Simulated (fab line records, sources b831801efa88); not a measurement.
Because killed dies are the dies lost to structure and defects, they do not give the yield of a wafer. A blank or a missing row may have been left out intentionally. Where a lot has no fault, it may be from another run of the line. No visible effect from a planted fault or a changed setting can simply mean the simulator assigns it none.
fab line records | flow sky130
[record] lots = 7 wafers = 21 lastDay = 50
route steps=708 shown LDD_HVP@288 LDD_LDN@289
lots that met no fault: taken from a fault-free run of the same line
startH: hours from the record's first day to the start of the lot's first wafer shown | waitH: how many hours have passed since the lot's step before this one | " the same as in the row above | L1.1+2: several wafers, shown together as one row | - either no value or no given start | * or withheld: withheld | < > ~ a bound
route shown NAME@n: names a module that has steps shown in the file, with the first one's number in the route | usual: the fault-free wafers' mean and standard deviation | same: alike in all rows | chamber/n: place in a boat | sites: readings site by site | _std_site: standard deviation of those values | _edge_site: inner sites' mean taken away from outer sites' mean | radiusMm: how far each site lies from the wafer's centre | mask NAME#n: copy n | behind: the most recent tool/chamber to have shaped the wafer | hold: the reason the lot was held/the length of the hold in hours/how it ended | device: whichever transistor did not switch (one of n, p or np) | end of line: tests run on the same wafers once the route is complete | a step without rows: its recipe alone | killed: the dies lost at the first sort to structure and to defects; this is not the yield of the wafer | map: a wafer's dies, x killed, . not, _ none there
set.NAME: the setting that was run; set.NAME@STEP: the one run at that earlier step | model.NAME: the simulator's own value behind a step, which no gauge read
lots at some steps of the route; a table a step, a row a wafer
services: from which hour (startH, from the record's first day; less than 0 if before it) a tool's chamber was out of use, for how many hours, and why
[[steps]]
[step SKY_LDD_HVP_TW_MEAS_10]
[usual] LDD_HVP_TW = 455/7
// columns lot.wafer tool chamber startH waitH LDD_HVP_TW
L425.1 filmMetro-02 - 519.70 0.1 450
L425.3 " - " " 447
L425.4 " - " " 446
L431.1 filmMetro-03 - 579.21 0.1 466
L431.3 " - " " 462
L431.5 " - " " 466
L432.1 filmMetro-03 - 585.27 0.1 463
L432.3 " - " " 464
L432.5 " - " " 463
L433.2 filmMetro-02 - 590.02 0.1 447
L433.3 " - " " 447
L433.6 " - " " 447
L434.3 filmMetro-02 - 602.48 0.1 448
L434.5 " - " " 444
L434.6 " - " " 445
L438.1 filmMetro-03 - 632.58 0.1 463
L438.3 " - " " 463
L438.4 " - " " 463
L443.1 filmMetro-04 - 673.28 0.1 450
L443.2 " - " " 453
L443.6 " - " " 450
[step SKY_LDD_LDN_DEHYDRATE_00]
[recipe] tempC = 200 timeS = 60
[step SKY_LDD_LDN_HMDS_01]
[recipe] primeTimeS = 60 primeTempC = 120
[step SKY_LDD_LDN_COAT_02]
[recipe] resist = NOVOLAK spinRpm = 3000 resistThkNm = 1140
[step SKY_LDD_LDN_SOFTBAKE_03]
[recipe] tempC = 90 timeS = 60 resist = NOVOLAK
[step SKY_LDD_LDN_EXPOSE_04]
[recipe] maskId = LDNTM na = 0.6 sourceShape = conventional sigmaOuter = 0.6 polarization = unpolarized targetCdNm = 700 doseMj = 140
[step SKY_LDD_LDN_PEB_05]
[recipe] tempC = withheld timeS = * resist = NOVOLAK
[step SKY_LDD_LDN_DEVELOP_06]
[recipe] resist = NOVOLAK developer = TMAH developTimeS = 60 devTempC = 23
[step SKY_LDD_LDN_OVL_MEAS_07]
[usual] LDD_LDN_OVL = -0.7/1.3
// columns lot.wafer tool chamber startH waitH LDD_LDN_OVL[nm]
L425.1 overlay-01 - 549.09 0.1 0.7
L425.3 " - " " 0.9
L425.4 " - " " -0.5
L431.1 overlay-01 - 607.92 0.1 0.2
L431.3 " - " " -0.5
L431.5 " - " " 0.5
L432.1 overlay-01 - 614.47 0.1 -0.7
L432.3 " - " " 0.1
L432.5 " - " " -0.5
L433.2 overlay-02 - 618.60 0.1 -0.9
L433.3 " - " " -1.5
L433.6 " - " " 0.8
L434.3 overlay-02 - 631.19 0.1 -0.1
L434.5 " - " " -1.6
L434.6 " - " " -0.6
L438.1 overlay-02 - 661.44 0.1 -1.4
L438.3 " - " " -1.6
L438.4 " - " " -2.2
L443.1 overlay-02 - 701.54 0.1 -0.5
L443.2 " - " " -1.5
L443.6 " - " " 1.0
[step SKY_LDD_LDN_IMPLANT_08]
[recipe] species = As energyKev = 15 doseCm2 = 1.25e+13 tiltDeg = withheld rotationDeg = 23
[step SKY_LDD_LDN_IMPLANT_09]
[recipe] species = As energyKev = 15 doseCm2 = 1.25e+13 tiltDeg = withheld rotationDeg = 113
[step SKY_LDD_LDN_IMPLANT_10]
[recipe] species = As energyKev = 15 doseCm2 = 1.25e+13 tiltDeg = withheld rotationDeg = 203
[step SKY_LDD_LDN_IMPLANT_11]
[recipe] species = As energyKev = 15 doseCm2 = 1.25e+13 tiltDeg = withheld rotationDeg = 293
[usual] beamEnergyKeV = 14.999/0.0043 beamOnS = 10.00/0.18
// columns lot.wafer tool chamber startH waitH beamEnergyKeV beamOnS
L425.1 implanter-01 0 549.58 0.1 15.003 9.92
L425.3 " 0 " " 15.000 10.01
L425.4 " 0 " " 14.996 9.94
L431.1 implanter-03 0 608.41 0.1 15.002 9.99
L431.3 " 0 " " 15.000 10.26
L431.5 " 0 " " 15.001 9.83
L432.1 implanter-04 - 614.96 0.1 - -
L432.3 " - " " - -
L432.5 " - " " - -
L433.2 implanter-03 - 619.10 0.1 - -
L433.3 " - " " - -
L433.6 " - " " - -
L434.3 implanter-01 - 631.71 0.1 - -
L434.5 " - " " - -
L434.6 " - " " - -
L438.1 implanter-01 0 661.93 0.1 15.008 10.03
L438.3 " 0 " " 14.997 9.95
L438.4 " 0 " " 15.002 10.05
L443.1 implanter-01 0 702.03 0.1 14.989 10.07
L443.2 " 0 " " 14.992 9.93
L443.6 " 0 " " 14.994 10.10
[step SKY_LDD_LDN_STRIP_12]
[recipe] chemistry = O2/N2 powerW = 1400 pressureMtorr = 1500 platenTempC = withheld o2FlowSccm = 3000 n2FlowSccm = 300 overashFraction = 0.5
[usual] chamberPressureMTorr = 1500.2/1.4 drypumpMotorCurrentA = 5.7/0.37 oesProductAu = 0.716/0.0043 stripTimeToEndpointS = 14.20/0.045
// columns lot.wafer tool chamber startH waitH chamberPressureMTorr drypumpMotorCurrentA oesProductAu rfHoursCounterH stripTimeToEndpointS
L425.1 plasmaAsher-02 0 549.73 0.1 1499.1 5.5 0.723 42 14.20
L425.3 " 1 " " 1500.3 6.1 0.715 - 14.22
L425.4 " 0 " " 1498.9 5.5 0.718 - 14.17
L431.1 plasmaAsher-02 0 608.56 0.1 1500.2 5.5 0.712 49 14.14
L431.3 " 0 " " 1499.1 5.5 0.713 - 14.16
L431.5 " 1 " " 1498.5 6.1 0.723 - 14.18
L432.1 plasmaAsher-02 1 615.11 0.1 1500.7 6.1 0.709 49 14.14
L432.3 " 1 " " 1500.7 6.1 0.721 - 14.16
L432.5 " 0 " " 1499.7 5.5 0.724 - 14.16
L433.2 plasmaAsher-02 0 619.23 0.1 1500.7 5.5 0.711 50 14.26
L433.3 " 1 " " 1499.1 6.1 0.713 - 14.18
L433.6 " 1 " " 1501.0 6.2 0.724 - 14.24
L434.3 plasmaAsher-01 0 631.84 0.1 1501.7 5.7 0.717 - 14.14
L434.5 " 0 " " 1498.4 5.8 0.712 - 14.14
L434.6 " 1 " " 1499.8 5.1 0.719 - 14.12
L438.1 plasmaAsher-01 1 662.08 0.1 1500.9 5.1 0.721 82 14.25
L438.3 " 0 " " 1501.3 5.8 0.712 - 14.24
L438.4 " 1 " " 1499.9 5.1 0.714 - 14.25
L443.1 plasmaAsher-02 0 702.18 0.1 1500.3 5.5 0.718 59 14.25
L443.2 " 1 " " 1499.3 6.1 0.716 59 14.28
L443.6 " 0 " " 1498.3 5.5 0.714 - 14.20
[step SKY_LDD_LDN_TW_MEAS_13]
[usual] LDD_LDN_TW = 1483/17
// columns lot.wafer tool chamber startH waitH hold LDD_LDN_TW
L425.1 filmMetro-01 - 549.83 0.1 - 1472
L425.3 " - " " - 1459
L425.4 " - " " - 1463
L431.1 filmMetro-03 - 608.66 0.1 - 1508
L431.3 " - " " - 1501
L431.5 " - " " - 1500
L432.1 filmMetro-03 - 615.21 0.1 awaitDispo/0.2h/release 1382
L432.3 " - " " awaitDispo/0.2h/release 1380
L432.5 " - " " awaitDispo/0.2h/release 1382
L432.1 filmMetro-03 - 615.44 0.2 - 1385
L432.3 " - " " - 1388
L432.5 " - " " - 1378
L433.2 filmMetro-04 - 619.34 0.1 awaitDispo/0.2h/release 1351
L433.3 " - " " awaitDispo/0.2h/release 1345
L433.6 " - " " awaitDispo/0.2h/release 1343
L433.2 filmMetro-04 - 619.56 0.2 - 1343
L433.3 " - " " - 1349
L433.6 " - " " - 1348
L434.3 filmMetro-04 - 631.93 0.1 awaitDispo/0.2h/release 1344
L434.5 " - " " awaitDispo/0.2h/release 1354
L434.6 " - " " awaitDispo/0.2h/release 1345
L434.3 filmMetro-04 - 632.16 0.2 - 1352
L434.5 " - " " - 1357
L434.6 " - " " - 1351
L438.1 filmMetro-01 - 662.18 0.1 - 1464
L438.3 " - " " - 1470
L438.4 " - " " - 1477
L443.1 filmMetro-03 - 702.28 0.1 - 1505
L443.2 " - " " - 1497
L443.6 " - " " - 1509
[[services]]
// columns tool chamber startH hours kind
plasmaAsher-01 - 526.97 2.2 repair
implanter-04 - 536.06 15.6 repair
implanter-01 - 553.27 3.1 repair
implanter-03 - 556.64 0.6 repair
plasmaAsher-02 - 574.84 2.2 repair
implanter-03 - 600.23 5.1 repair
implanter-04 - 623.32 5.6 pm
implanter-03 - 640.66 4.7 pm
implanter-04 - 657.55 17.6 pm
implanter-04 - 695.34 2.7 repair
[[key]]
[firstSign] step = SKY_LDD_LDN_IMPLANT_11 reading = toolRecord direction = missing
[effect] step = SKY_LDD_LDN_TW_MEAS_13 reading = visit direction = added
[effect] step = SKY_LDD_LDN_TW_MEAS_13 reading = LDD_LDN_TW direction = down sigmas = 7.3 usual = 1483 struck = 1358
metAt SKY_LDD_LDN_IMPLANT_11
struckWafers L432.1,L432.3,L432.5,L433.2,L433.3,L433.6,L434.3,L434.5,L434.6
laterRowsLeftOut L432.1,L432.3,L432.5,L433.2,L433.3,L433.6,L434.3,L434.5,L434.6
sortLeftOut L432.1,L432.3,L432.5,L433.2,L433.3,L433.6,L434.3,L434.5,L434.6
testerLeftOut L432,L433,L434
onsetBetween 608.41 614.96
[fault] kind = skippedStepWhole tool = implanter-01,implanter-03,implanter-04 chamber = - onsetH = 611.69 steps = SKY_LDD_LDN_IMPLANT_11 scope = struckLotsOnly
// testerLeftOut: of these lots the tester's yield and bins aren't shown, on N5 and GAA mostly nor the transistor test; their killed dies are dies lost to structure and defects alone, not to doping, threshold or leakage, so they don't give the yield
// sortLeftOut: the simulated sort isn't trusted on such a fault, so these wafers' sort isn't shown, and their yield isn't known
// laterRowsLeftOut: the simulator's readings of these wafers behind a module that went badly wrong aren't trusted and aren't shown, but for the sort
